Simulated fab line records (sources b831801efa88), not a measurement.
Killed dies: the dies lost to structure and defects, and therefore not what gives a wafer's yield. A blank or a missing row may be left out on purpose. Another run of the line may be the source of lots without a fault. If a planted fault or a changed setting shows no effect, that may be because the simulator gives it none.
Struck lot and sound lot, side by side / flow sky130 / 14 steps out of a route of 708
Sound: these wafers, L862.2, L862.3, L862.5. Struck: wafers L873.3, L873.4, L873.5. Last of all comes the cause.
At each step with rows: each side's tool, then ch and its chambers, then its first start. Under that, the readings that differ: sound wafers / struck wafers / difference of the means / sigmas: that difference in standard deviations of wafers without a fault.
alike: same words and numbers on both sides, and readings whose means sit less than 2 such deviations apart. not compared: any withheld reading, any reading some wafer has no value for, any bound like >300 that may hide the same value, and any number with overlapping values for which the record gives no deviation.
Wherever a step has rows on one side only, a row that says differs or no value, or a row with sigmas, the two part there. Numbers that don't overlap but have no deviation are shown without sigmas and don't part them. A reading that every wafer of one side lacks parts them only if that side has two wafers or more.

SKY_PWDE_TW_MEAS_10:
  sound on film_metro-03 at day 4 00:50; struck on film_metro-03 at day 6 15:33
  alike: PWDE_TW
then, 7 steps without rows for these wafers: SKY_NWELL_DEHYDRATE_03 (time 60 s); SKY_NWELL_HMDS_04 (prime time 60 s); SKY_NWELL_COAT_05 (resist thk 3000 nm); SKY_NWELL_SOFTBAKE_06; SKY_NWELL_EXPOSE_07 (exposes mask NWM, target cd 840 nm); SKY_NWELL_PEB_08; SKY_NWELL_DEVELOP_09 (develop time 60 s).
SKY_NWELL_OVL_MEAS_10:
  sound on overlay-01 at day 4 17:15; struck on overlay-01 at day 7 10:04
  alike: NWELL_00_OVL
then, 3 steps without rows for these wafers: SKY_NWELL_IMPLANT_11; SKY_NWELL_IMPLANT_12; SKY_NWELL_IMPLANT_13.
SKY_NWELL_STRIP_14: strips in O2/N2.
  sound on plasma_asher-01 ch 0,1, day 4 17:44; struck on plasma_asher-01 ch 0,1, day 7 10:34
reading=oes_product_au (a.u.); sound=0.719 0.726 0.720; struck=0.666 0.669 0.669; difference=-0.054; sigmas=-11
reading=overash_fraction; sound=0.5 0.5 0.5; struck=0.7 0.7 0.7; difference=+0.2; sigmas=
  alike: drypump_motor_current_A, strip_time_to_endpoint_s
  not compared: rf_hours_counter_h
SKY_NWELL_TW_MEAS_15:
  sound on film_metro-02 at day 4 17:50; struck on film_metro-03 at day 7 10:39
reading=NWELL_TW; sound=1793 1786 1793; struck=1823 1823 1816; difference=+30; sigmas=+3

== WHERE THEY PART ==
First at SKY_NWELL_STRIP_14; last, within this record, at SKY_NWELL_TW_MEAS_15.

WHY: what the simulator had put in
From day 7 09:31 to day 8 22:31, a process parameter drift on plasma_asher-01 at SKY_NWELL_STRIP_14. The setting overash_fraction was moved by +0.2, starting from 0.5. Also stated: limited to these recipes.
